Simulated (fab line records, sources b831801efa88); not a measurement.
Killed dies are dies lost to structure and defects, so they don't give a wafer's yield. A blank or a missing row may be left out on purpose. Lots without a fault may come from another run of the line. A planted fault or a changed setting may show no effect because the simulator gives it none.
fab line records | flow sky130
record lots=12 wafers=35 last_day=50
route steps=708 shown METAL1@436 PAD_OPEN@708
lots that met no fault: from a run of the same line without faults
start_h: hours from the record's first day to the start of the lot's first wafer shown | wait_h: hours since the lot's step before | " the same as in the row above | L1.1+2: a row that stands for several wafers | - no value, or no start given | * or withheld: withheld | < > ~ a bound
route shown NAME@n: a module of which the file shows steps, and the number in the route of the first | usual: mean/standard deviation of fault-free wafers | same: alike in all rows | chamber/n: place in a boat | sites: the reading at each site | _std_site: their standard deviation | _edge_site: outer sites' mean less inner sites' | radius_mm: how far each site lies from the wafer's centre | mask NAME#n: copy n | behind: the tool/chamber that last shaped the wafer | hold: why the lot was held/for how many hours/how that ended | device: the transistor (n, p or np) that didn't switch | end of line: the same wafers' tests at the end of the route | a step without rows: its recipe alone | killed: dies lost to structure and defects at the first sort, not the wafer's yield | map: a wafer's dies, x killed, . not, _ none there
set.NAME: the setting as run; set.NAME@STEP: as run at that earlier step | model.NAME: the simulator's own value behind a step, which no gauge read
steps of the route over a sample of lots; a table a step, a row a wafer
services: from which hour (start_h, from the record's first day; less than 0 if before it) a tool's chamber was out of use, for how many hours, and why
## steps
# step SKY_METAL1_SPUTTER_02
# recipe material=AlCu target_thk_nm=250 power_w=10600 time_s=13.3 chamber_pressure_pa=0.4
# usual chamber_pressure_pa=0.4002/0.0008 throttle_valve_pct=30.0/0.92
# columns lot.wafer tool chamber start_h wait_h chamber_pressure_pa throttle_valve_pct
L802.2 pvd_sputter-03 - 737.01 0.0 0.3989 29.7
L802.3 " - " " 0.4002 29.7
L802.6 " - " " 0.3994 30.3
L803.3 pvd_sputter-01 - 747.05 0.0 0.3997 30.5
L803.5 " - " " 0.4013 29.9
L803.6 " - " " 0.4004 28.2
L804.1 pvd_sputter-01 - 756.32 0.0 0.3991 30.5
L804.3 " - " " 0.3993 29.9
L804.4 " - " " 0.4009 28.6
L812.1 pvd_sputter-03 - 813.57 0.0 0.3994 29.6
L812.4 " - " " 0.3987 31.8
L812.5 " - " " 0.4002 29.7
L814.3 pvd_sputter-04 - 830.58 0.0 0.4009 30.1
L814.5 " - " " 0.4003 30.0
L814.6 " - " " 0.3998 30.6
L815.1 pvd_sputter-01 - 834.66 0.0 0.3995 30.4
L815.4 " - " " 0.3994 29.6
L815.6 " - " " 0.4013 28.4
L816.2 pvd_sputter-01 - 845.63 0.0 0.3999 29.9
L816.3 " - " " 0.3996 29.6
L816.5 " - " " 0.4006 30.5
L819.2 pvd_sputter-04 - 869.11 0.0 0.3998 29.7
L819.4 " - " " 0.4019 29.9
L819.6 " - " " 0.4001 29.6
L820.2 pvd_sputter-03 - 874.25 0.0 0.3998 29.6
L820.4 " - " " 0.4005 30.2
L820.6 " - " " 0.3987 31.6
L821.1 pvd_sputter-03 - 882.12 0.0 0.4011 29.5
L821.6 " - " " 0.4004 29.6
L823.1 pvd_sputter-03 - 897.40 0.0 0.3999 30.5
L823.4 " - " " 0.4004 29.8
L823.5 " - " " 0.4010 29.7
L824.1 pvd_sputter-03 - 900.01 0.0 0.4018 29.8
L824.3 " - " " 0.4003 29.5
L824.4 " - " " 0.4007 31.5
# step SKY_METAL1_RS_MEAS_05
# recipe thk_meas_gauge=four-point-probe reads=TiN_of_METAL1_SPUTTER_04+Ti_of_METAL1_SPUTTER_03+AlCu_of_METAL1_SPUTTER_02+TiN_of_METAL1_SPUTTER_01+Ti_of_METAL1_SPUTTER_00
# usual METAL1_ALCU_RS=0.1260/0.0013
# columns lot.wafer tool chamber start_h wait_h METAL1_ALCU_RS[ohm/sq]
L802.2 film_metro-01 - 737.13 0.0 0.1267
L802.3 " - " " 0.1265
L802.6 " - " " 0.1275
L803.3 film_metro-04 - 747.18 0.1 0.1258
L803.5 " - " " 0.1267
L803.6 " - " " 0.1272
L804.1 film_metro-04 - 756.41 0.0 0.1236
L804.3 " - " " 0.1254
L804.4 " - " " 0.1253
L812.1 film_metro-04 - 813.66 0.0 0.1254
L812.4 " - " " 0.1268
L812.5 " - " " 0.1253
L814.3 film_metro-04 - 830.71 0.1 0.1259
L814.5 " - " " 0.1265
L814.6 " - " " 0.1256
L815.1 film_metro-04 - 834.76 0.0 0.1254
L815.4 " - " " 0.1267
L815.6 " - " " 0.1294
L816.2 film_metro-03 - 845.74 0.0 0.1246
L816.3 " - " " 0.1242
L816.5 " - " " 0.1228
L819.2 film_metro-01 - 869.22 0.0 0.1257
L819.4 " - " " 0.1277
L819.6 " - " " 0.1278
L820.2 film_metro-04 - 874.36 0.0 0.1256
L820.4 " - " " 0.1248
L820.6 " - " " 0.1249
L821.1 film_metro-03 - 882.21 0.0 0.1281
L821.6 " - " " 0.1281
L823.1 film_metro-03 - 897.49 0.0 0.1266
L823.4 " - " " 0.1268
L823.5 " - " " 0.1260
L824.1 film_metro-04 - 900.10 0.0 0.1238
L824.3 " - " " 0.1236
L824.4 " - " " 0.1228
# step SKY_METAL1_DEVELOP_14
# recipe develop_time_s=60 resist=KrF-thick dev_temp_c=21
# usual developer_temp_C=21.00/0.11
# columns lot.wafer tool chamber start_h wait_h developer_temp_C
L802.2 litho_track-03 0 763 - 20.94
L802.3 " 0 " " 21.09
L802.6 " 0 " " 20.99
L803.3 litho_track-01 0 773 - 21.15
L803.5 " 0 " " 21.22
L803.6 " 0 " " 21.24
L804.1 litho_track-03 0 782 - 20.98
L804.3 " 0 " " 21.15
L804.4 " 0 " " 20.99
L812.1 litho_track-04 0 839 - 20.79
L812.4 " 0 " " 21.01
L812.5 " 0 " " 20.84
L814.3 litho_track-01 0 856 - 21.00
L814.5 " 0 " " 21.07
L814.6 " 0 " " 20.96
L815.1 litho_track-04 0 860 - 21.10
L815.4 " 0 " " 21.13
L815.6 " 0 " " 20.93
L816.2 litho_track-04 0 872 - 21.07
L816.3 " 0 " " 21.06
L816.5 " 0 " " 20.99
L819.2 litho_track-03 0 893 - 20.88
L819.4 " 0 " " 21.16
L819.6 " 0 " " 21.01
L820.2 litho_track-04 0 900 - 20.37
L820.4 " 0 " " 20.50
L820.6 " 0 " " 20.40
L821.1 litho_track-04 0 907 - 20.45
L821.6 " 0 " " 20.48
L823.1 litho_track-03 0 922 - 20.92
L823.4 " 0 " " 21.09
L823.5 " 0 " " 21.04
L824.1 litho_track-04 0 925 - 20.48
L824.3 " 0 " " 20.25
L824.4 " 0 " " 20.47
# step SKY_METAL1_STRIP_20
# recipe chemistry=O2/N2 power_w=1400 pressure_mtorr=1500 platen_temp_c=withheld o2_flow_sccm=3000 n2_flow_sccm=300 overash_fraction=0.5
# usual drypump_motor_current_A=5.9/0.48 n2_flow_sccm=300.0/0.98 oes_product_au=0.343/0.0052 strip_time_to_endpoint_s=2.69/0.034
# columns lot.wafer tool chamber start_h wait_h drypump_motor_current_A n2_flow_sccm oes_product_au rf_hours_counter_h strip_time_to_endpoint_s
L802.2 plasma_asher-03 1 764.09 0.1 5.5 300.7 0.343 92 2.65
L802.3 " 1 " " 5.5 301.2 0.338 - 2.67
L802.6 " 0 " " 6.7 300.0 0.334 - 2.70
L803.3 plasma_asher-04 0 774.02 0.1 5.9 300.5 0.340 - 2.63
L803.5 " 0 " " 5.9 299.7 0.341 - 2.68
L803.6 " 1 " " 6.2 299.5 0.346 - 2.70
L804.1 plasma_asher-01 1 783.39 0.1 5.6 300.6 0.341 34 2.67
L804.3 " 1 " " 5.6 300.4 0.341 - 2.67
L804.4 " 0 " " 5.3 300.0 0.342 - 2.67
L812.1 plasma_asher-03 0 839.93 0.1 6.7 299.8 0.345 100 2.68
L812.4 " 0 " " 6.7 299.7 0.353 - 2.71
L812.5 " 0 " " 6.7 300.6 0.331 - 2.65
L814.3 plasma_asher-04 1 857.05 0.1 6.2 297.4 0.343 - 2.74
L814.5 " 0 " " 5.9 301.1 0.337 - 2.69
L814.6 " 1 " " 6.2 298.7 0.342 - 2.73
L815.1 plasma_asher-01 1 861.03 0.1 5.6 301.1 0.345 43 2.65
L815.4 " 0 " " 5.3 301.3 0.350 - 2.69
L815.6 " 1 " " 5.6 301.0 0.341 - 2.62
L816.2 plasma_asher-01 0 872.53 0.1 5.2 300.7 0.346 44 2.71
L816.3 " 1 " " 5.6 299.3 0.343 - 2.75
L816.5 " 1 " " 5.6 299.0 0.347 - 2.75
L819.2 plasma_asher-03 1 894.24 0.1 5.5 301.9 0.344 106 2.71
L819.4 " 0 " " 6.7 299.4 0.333 - 2.74
L819.6 " 0 " " 6.6 298.3 0.351 - 2.71
L820.2 plasma_asher-04 1 900.58 0.1 6.2 301.8 0.339 16 2.72
L820.4 " 0 " " 5.9 299.8 0.336 - 2.70
L820.6 " 1 " " 6.2 301.5 0.339 - 2.71
L821.1 plasma_asher-01 1 908.08 0.1 5.6 300.3 0.345 48 2.71
L821.6 " 0 " " 5.3 299.8 0.346 - 2.69
L823.1 plasma_asher-01 0 923.38 0.1 5.3 299.0 0.342 49 2.66
L823.4 " 0 " " 5.3 301.8 0.339 - 2.64
L823.5 " 0 " " 5.3 300.0 0.339 - 2.64
L824.1 plasma_asher-03 1 926.03 0.1 5.5 300.9 0.341 109 2.66
L824.3 " 0 " " 6.7 301.0 0.341 - 2.71
L824.4 " 1 " " 5.6 300.8 0.336 - 2.66
# step SKY_PAD_OPEN_PROBE_99
# usual defect_limited_yield=82.6/1.9 killed_at_M0_to_M3=43/7 killed_at_M4_up=3.1/2 killed_at_contacts=24/5.3 killed_at_front_end=15/4.2 killed_at_other=0.4/0.66 killed_dies=86/9.5 killed_open=47/7.4 killed_short=38/6.2 sort_bin_3_pad_short=0.9/0.44 sort_bin_5_function=10.2/1.4 sort_bin_6_memory=6.4/1.1 sort_n_pass=406/9.5 sort_yield_pct=82.6/1.9
# same gross_dies=492 killed_at_back_side=0 sort_bin_4_leakage[%]=0 sort_bin_8_speed[%]=0
# columns lot.wafer tool chamber start_h wait_h defect_limited_yield[%] killed_at_M0_to_M3 killed_at_M4_up killed_at_contacts killed_at_front_end killed_at_other killed_dies killed_open killed_short sort_bin_3_pad_short[%] sort_bin_5_function[%] sort_bin_6_memory[%] sort_n_pass sort_yield_pct[%]
L802.2 prober-01 - 1074.82 0.1 82.3 44 7 27 9 0 87 41 46 2.2 8.3 7.1 405 82.3
L802.3 prober-01 - 1074.87 0.2 82.5 45 6 23 12 0 86 48 38 0.8 9.6 7.1 406 82.5
L802.6 prober-01 - 1075.02 0.2 83.7 45 2 19 14 0 80 54 26 0.6 8.7 6.9 412 83.7
L803.3 prober-02 - 1083.01 0.2 84.3 37 6 20 14 0 77 42 35 1.6 7.3 6.7 415 84.3
L803.5 prober-02 - 1083.11 0.2 81.5 40 3 22 26 0 91 46 45 1.2 11.8 5.5 401 81.5
L803.6 prober-02 - 1083.16 0.2 83.3 43 7 20 12 0 82 37 44 0.8 8.1 7.7 410 83.3
L804.1 prober-01 - 1090.78 0.1 82.9 42 3 23 16 0 84 44 39 1.4 7.9 7.7 408 82.9
L804.3 prober-01 - 1090.88 0.2 79.1 55 1 34 13 0 103 57 46 1.0 12.0 7.9 389 79.1
L804.4 prober-01 - 1090.93 0.2 83.5 48 2 20 11 0 81 50 31 0.4 10.4 5.7 411 83.5
L812.1 prober-01 - 1135.35 0.1 84.1 47 1 20 10 0 78 36 42 0.8 9.6 5.5 414 84.1
L812.4 prober-01 - 1135.50 0.2 80.7 51 2 26 14 2 95 59 36 0.6 10.6 8.1 397 80.7
L812.5 prober-01 - 1135.55 0.2 86.0 32 4 19 14 0 69 41 28 0.8 7.9 5.3 423 86.0
L814.3 prober-02 - 1147.19 0.2 80.1 36 3 43 16 0 98 57 41 1.2 12.2 6.5 394 80.1
L814.5 prober-02 - 1147.29 0.2 83.1 38 7 19 19 0 83 42 41 1.4 10.2 5.3 409 83.1
L814.6 prober-02 - 1147.34 0.2 82.5 35 2 31 18 0 86 51 35 0.4 11.6 5.5 406 82.5
L815.1 prober-01 - 1150.07 0.1 86.0 35 2 17 15 0 69 41 28 0.4 7.7 5.9 423 86.0
L815.4 prober-01 - 1150.22 0.2 83.9 39 3 27 9 1 79 50 28 0.8 8.7 6.5 413 83.9
L815.6 prober-01 - 1150.32 0.2 84.6 39 7 23 7 0 76 42 34 0.2 11.2 4.1 416 84.6
L816.2 prober-02 - 1159.27 0.1 82.1 52 0 19 15 2 88 46 42 0.4 11.0 6.5 404 82.1
L816.3 prober-02 - 1159.32 0.2 82.7 39 4 23 19 0 85 44 41 1.4 9.1 6.7 407 82.7
L816.5 prober-02 - 1159.42 0.2 81.1 48 1 28 16 0 93 59 34 0.4 12.4 6.1 399 81.1
L819.2 prober-01 - 1172.40 0.1 81.3 55 4 19 14 0 92 51 40 0.6 11.0 7.1 400 81.3
L819.4 prober-01 - 1172.50 0.2 82.7 46 3 21 15 0 85 43 42 0.6 12.4 4.3 407 82.7
L819.6 prober-01 - 1172.60 0.2 83.9 34 2 25 18 0 79 49 30 0.4 8.1 7.5 413 83.9
L820.2 prober-02 - 1177.40 0.1 80.7 42 3 33 17 0 95 52 42 0.8 12.6 5.9 397 80.7
L820.4 prober-02 - 1177.50 0.2 81.7 57 3 18 11 1 90 47 43 0.8 10.2 7.3 402 81.7
L820.6 prober-02 - 1177.60 0.2 84.6 40 2 17 17 0 76 33 40 1.2 8.5 5.7 416 84.6
L821.1 prober-01 - 1181.72 0.1 82.1 47 6 21 14 0 88 42 46 1.0 10.0 6.9 404 82.1
L821.6 prober-01 - 1181.97 0.2 80.1 52 3 22 20 1 98 49 49 1.2 11.6 7.1 394 80.1
L823.1 prober-01 - 1190.68 0.1 83.1 46 3 11 21 2 83 48 33 0.4 12.6 3.9 409 83.1
L823.4 prober-01 - 1190.83 0.2 82.5 42 1 26 16 1 86 49 37 1.8 10.6 5.1 406 82.5
L823.5 prober-01 - 1190.88 0.2 83.7 37 4 23 16 0 80 47 33 0.8 10.8 4.7 412 83.7
L824.1 prober-02 - 1193.52 0.1 82.7 43 1 24 17 0 85 46 39 0.8 10.2 6.3 407 82.7
L824.3 prober-02 - 1193.62 0.2 82.7 46 0 21 17 1 85 47 38 0.4 11.0 5.9 407 82.7
L824.4 prober-02 - 1193.67 0.2 84.6 37 0 19 19 1 76 42 34 1.0 9.8 4.7 416 84.6
# killed by level:class
L802.2 CONTACT:geometric_particle:open=11 CONTACT:geometric_particle:short=8 METAL1:geometric_particle:short=7 VIA1:geometric_particle:open=7 VIA2:geometric_particle:open=7 LI_CONTACT:geometric_particle:open=6 METAL2:geometric_particle:short=6 VIA1:geometric_particle:short=5
L802.3 LI_CONTACT:geometric_particle:open=10 VIA1:geometric_particle:open=8 METAL4:geometric_particle:short=6 VIA3:geometric_particle:open=6 LI_CONTACT:geometric_particle:short=5 METAL1:geometric_particle:open=5 METAL2:geometric_particle:short=5 VIA2:geometric_particle:open=5
L802.6 VIA1:geometric_particle:open=15 CONTACT:geometric_particle:open=9 VIA2:geometric_particle:open=9 LI_CONTACT:geometric_particle:open=7 FIELD_ISO:geometric_particle:open=5 METAL2:geometric_particle:short=5 FIELD_ISO:geometric_particle:short=4 METAL3:geometric_particle:short=3
L803.3 VIA1:geometric_particle:open=10 CONTACT:geometric_particle:open=9 VIA3:geometric_particle:open=7 CONTACT:geometric_particle:short=7 METAL2:geometric_particle:short=6 POLY_GATE:geometric_particle:short=4 METAL4:geometric_particle:short=4 VIA1:geometric_particle:short=4
L803.5 VIA1:geometric_particle:open=11 POLY_GATE:geometric_particle:short=7 LI_CONTACT:geometric_particle:open=7 CONTACT:geometric_particle:open=7 FIELD_ISO:geometric_particle:short=6 METAL1:geometric_particle:short=5 VIA2:geometric_particle:open=5 FIELD_ISO:geometric_particle:open=4
L803.6 LI_CONTACT:geometric_particle:open=6 METAL1:geometric_particle:short=6 VIA3:geometric_particle:open=6 LOCAL_INTERCONNECT:geometric_particle:short=5 METAL2:geometric_particle:short=5 VIA2:geometric_particle:open=5 VIA2:geometric_particle:short=5 FIELD_ISO:geometric_particle:short=4
L804.1 VIA1:geometric_particle:open=10 CONTACT:geometric_particle:open=8 LI_CONTACT:geometric_particle:open=6 VIA1:geometric_particle:short=6 VIA2:geometric_particle:open=5 FIELD_ISO:geometric_particle:open=4 CONTACT:geometric_particle:short=4 FIELD_ISO:geometric_particle:short=3
L804.3 VIA1:geometric_particle:open=16 CONTACT:geometric_particle:open=14 VIA3:geometric_particle:open=9 LI_CONTACT:geometric_particle:short=7 LI_CONTACT:geometric_particle:open=7 METAL3:geometric_particle:short=7 VIA1:geometric_particle:short=6 FIELD_ISO:geometric_particle:short=5
L804.4 VIA1:geometric_particle:open=16 CONTACT:geometric_particle:open=6 METAL1:geometric_particle:short=6 VIA3:geometric_particle:open=6 LOCAL_INTERCONNECT:geometric_particle:short=5 VIA2:geometric_particle:open=5 METAL3:geometric_particle:short=5 FIELD_ISO:geometric_particle:open=4
L812.1 METAL2:geometric_particle:short=10 VIA1:geometric_particle:open=8 CONTACT:geometric_particle:open=7 VIA2:geometric_particle:open=7 LI_CONTACT:geometric_particle:open=6 VIA1:geometric_particle:short=5 METAL3:geometric_particle:short=5 METAL1:geometric_particle:short=4
L812.4 CONTACT:geometric_particle:open=15 VIA1:geometric_particle:open=13 VIA2:geometric_particle:open=8 METAL2:geometric_particle:short=6 METAL1:geometric_particle:short=5 VIA3:geometric_particle:open=5 FIELD_ISO:geometric_particle:open=4 LI_CONTACT:geometric_particle:open=4
L812.5 VIA1:geometric_particle:open=10 LI_CONTACT:geometric_particle:open=8 POLY_GATE:geometric_particle:open=5 CONTACT:geometric_particle:open=5 METAL1:geometric_particle:short=5 VIA3:geometric_particle:open=5 METAL4:geometric_particle:short=4 FIELD_ISO:geometric_particle:open=3
L814.3 CONTACT:geometric_particle:open=20 LI_CONTACT:geometric_particle:open=9 VIA1:geometric_particle:open=7 POLY_GATE:geometric_particle:short=6 METAL1:geometric_particle:short=6 VIA3:geometric_particle:open=6 FIELD_ISO:geometric_particle:short=5 LI_CONTACT:geometric_particle:short=5
L814.5 POLY_GATE:geometric_particle:open=8 CONTACT:geometric_particle:open=7 METAL2:geometric_particle:short=6 VIA2:geometric_particle:open=6 METAL3:geometric_particle:short=6 LI_CONTACT:geometric_particle:open=5 VIA1:geometric_particle:open=5 CONTACT:geometric_particle:short=4
L814.6 CONTACT:geometric_particle:open=13 VIA1:geometric_particle:open=8 VIA3:geometric_particle:open=7 CONTACT:geometric_particle:short=6 POLY_GATE:geometric_particle:open=6 LI_CONTACT:geometric_particle:open=6 METAL2:geometric_particle:short=6 FIELD_ISO:geometric_particle:short=5
L815.1 VIA3:geometric_particle:open=8 VIA1:geometric_particle:open=8 CONTACT:geometric_particle:open=6 VIA2:geometric_particle:open=6 LI_CONTACT:geometric_particle:open=5 POLY_GATE:geometric_particle:open=4 CONTACT:geometric_particle:short=4 METAL1:geometric_particle:short=4
L815.4 CONTACT:geometric_particle:open=10 VIA1:geometric_particle:open=8 VIA3:geometric_particle:open=8 LI_CONTACT:geometric_particle:open=7 METAL1:geometric_particle:short=6 VIA2:geometric_particle:open=4 POLY_GATE:geometric_particle:open=3 LOCAL_INTERCONNECT:geometric_particle:short=3
L815.6 CONTACT:geometric_particle:open=11 VIA1:geometric_particle:open=7 METAL2:geometric_particle:short=6 VIA2:geometric_particle:open=6 VIA3:geometric_particle:open=5 FIELD_ISO:geometric_particle:open=4 LI_CONTACT:geometric_particle:open=4 LOCAL_INTERCONNECT:geometric_particle:short=4
L816.2 VIA1:geometric_particle:open=15 CONTACT:geometric_particle:open=7 VIA1:geometric_particle:short=7 FIELD_ISO:geometric_particle:short=6 LOCAL_INTERCONNECT:geometric_particle:short=6 METAL1:geometric_particle:short=6 VIA2:geometric_particle:open=6 FIELD_ISO:geometric_particle:open=5
L816.3 VIA1:geometric_particle:open=9 LI_CONTACT:geometric_particle:open=8 VIA2:geometric_particle:open=7 POLY_GATE:geometric_particle:short=6 CONTACT:geometric_particle:short=6 FIELD_ISO:geometric_particle:open=4 METAL1:geometric_particle:short=4 METAL3:geometric_particle:short=4
L816.5 VIA3:geometric_particle:open=12 VIA2:geometric_particle:open=9 LI_CONTACT:geometric_particle:open=8 CONTACT:geometric_particle:open=8 VIA1:geometric_particle:open=8 FIELD_ISO:geometric_particle:open=4 LOCAL_INTERCONNECT:geometric_particle:short=4 VIA1:geometric_particle:short=4
L819.2 VIA1:geometric_particle:open=19 VIA3:geometric_particle:open=8 CONTACT:geometric_particle:open=8 VIA2:geometric_particle:open=7 METAL2:geometric_particle:short=6 METAL1:geometric_particle:short=5 POLY_GATE:geometric_particle:short=4 VIA1:geometric_particle:short=4
L819.4 METAL1:geometric_particle:short=12 VIA1:geometric_particle:open=10 CONTACT:geometric_particle:short=7 CONTACT:geometric_particle:open=5 VIA3:geometric_particle:open=5 METAL2:geometric_particle:short=5 FIELD_ISO:geometric_particle:short=4 LI_CONTACT:geometric_particle:open=4
L819.6 CONTACT:geometric_particle:open=13 VIA1:geometric_particle:open=11 VIA2:geometric_particle:open=8 POLY_GATE:geometric_particle:open=5 FIELD_ISO:geometric_particle:open=4 LOCAL_INTERCONNECT:geometric_particle:short=4 METAL1:geometric_particle:short=4 POLY_GATE:geometric_particle:short=3
L820.2 LI_CONTACT:geometric_particle:open=17 VIA2:geometric_particle:open=10 CONTACT:geometric_particle:short=7 VIA3:geometric_particle:open=6 FIELD_ISO:geometric_particle:short=5 POLY_GATE:geometric_particle:short=5 VIA1:geometric_particle:short=5 VIA1:geometric_particle:open=5
L820.4 VIA1:geometric_particle:open=10 METAL2:geometric_particle:short=8 METAL3:geometric_particle:short=8 VIA3:geometric_particle:open=7 LI_CONTACT:geometric_particle:open=6 CONTACT:geometric_particle:open=6 METAL1:geometric_particle:short=6 VIA2:geometric_particle:open=5
L820.6 VIA1:geometric_particle:short=8 METAL1:geometric_particle:short=6 VIA1:geometric_particle:open=6 CONTACT:geometric_particle:short=5 CONTACT:geometric_particle:open=5 VIA2:geometric_particle:open=5 POLY_GATE:geometric_particle:short=4 POLY_GATE:geometric_particle:open=4
L821.1 VIA1:geometric_particle:open=11 LI_CONTACT:geometric_particle:open=10 METAL2:geometric_particle:short=7 VIA2:geometric_particle:open=6 FIELD_ISO:geometric_particle:short=5 VIA2:geometric_particle:short=5 VIA3:geometric_particle:short=5 METAL4:geometric_particle:short=5
L821.6 VIA1:geometric_particle:open=15 VIA1:geometric_particle:short=10 CONTACT:geometric_particle:open=8 CONTACT:geometric_particle:short=6 FIELD_ISO:geometric_particle:open=5 METAL2:geometric_particle:short=5 METAL1:geometric_particle:short=4 POLY_GATE:geometric_particle:open=4
L823.1 VIA1:geometric_particle:open=14 FIELD_ISO:geometric_particle:open=9 VIA1:geometric_particle:short=9 VIA2:geometric_particle:open=8 POLY_GATE:geometric_particle:open=6 METAL1:geometric_particle:short=4 VIA3:geometric_particle:short=4 POLY_GATE:geometric_particle:short=3
L823.4 VIA1:geometric_particle:open=13 CONTACT:geometric_particle:open=11 VIA3:geometric_particle:open=7 POLY_GATE:geometric_particle:open=6 CONTACT:geometric_particle:short=6 VIA2:geometric_particle:open=6 VIA1:geometric_particle:short=4 METAL2:geometric_particle:short=4
L823.5 CONTACT:geometric_particle:open=11 VIA1:geometric_particle:open=11 METAL1:geometric_particle:short=8 FIELD_ISO:geometric_particle:open=7 FIELD_ISO:geometric_particle:short=4 LI_CONTACT:geometric_particle:open=4 VIA3:geometric_particle:open=4 VIA2:geometric_particle:open=4
L824.1 VIA1:geometric_particle:open=11 CONTACT:geometric_particle:open=9 VIA1:geometric_particle:short=8 METAL2:geometric_particle:short=6 CONTACT:geometric_particle:short=5 VIA3:geometric_particle:open=5 VIA2:geometric_particle:open=4 FIELD_ISO:geometric_particle:open=4
L824.3 VIA1:geometric_particle:open=16 LI_CONTACT:geometric_particle:open=11 FIELD_ISO:geometric_particle:short=9 METAL1:geometric_particle:short=6 VIA3:geometric_particle:open=5 FIELD_ISO:geometric_particle:open=4 CONTACT:geometric_particle:open=4 METAL2:geometric_particle:short=4
L824.4 VIA1:geometric_particle:open=11 LI_CONTACT:geometric_particle:open=6 VIA3:geometric_particle:open=6 CONTACT:geometric_particle:open=5 VIA1:geometric_particle:short=5 FIELD_ISO:geometric_particle:short=4 VIA2:geometric_particle:open=4 FIELD_ISO:geometric_particle:open=4
## services
# columns tool chamber start_h hours kind
plasma_asher-04 - 733.75 9.0 pm
plasma_asher-04 0 733.75 9.0 vent_cycle
plasma_asher-04 1 733.75 9.0 vent_cycle
plasma_asher-04 0 742.75 - clean
plasma_asher-04 1 742.75 - clean
pvd_sputter-03 - 763.60 1.4 repair
pvd_sputter-01 - 767.06 4.4 repair
pvd_sputter-01 - 806.28 0.7 repair
plasma_asher-03 - 809.57 1.3 repair
pvd_sputter-04 - 816.39 3.8 repair
plasma_asher-04 - 817.18 5.9 repair
plasma_asher-01 - 818.40 0.4 repair
litho_track-03 - 824.03 - consumable_replace:filter
pvd_sputter-03 - 824.07 3.8 repair
pvd_sputter-01 - 858.52 5.7 repair
plasma_asher-01 - 883.40 2.1 repair
litho_track-01 - 883.41 - consumable_replace:filter
plasma_asher-03 - 898.01 3.7 repair
plasma_asher-04 - 911.07 6.0 repair
## key
first_sign step=SKY_METAL1_DEVELOP_14 reading=developer_temp_C direction=down sigmas=5 usual=* struck=*
effect none on later readings
met_at SKY_METAL1_DEVELOP_14
struck_lots L820,L821,L824
not_acting_at SKY_METAL1_SPUTTER_02,SKY_METAL1_RS_MEAS_05,SKY_METAL1_STRIP_20
onset_between 872 900
fault kind=process_parameter_drift tool=litho_track-04 chamber=- onset_h=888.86 steps=SKY_METAL1_DEVELOP_14 channel=dev_temp_c offset=* shape=step end_h=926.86 acts_in=* stated=*
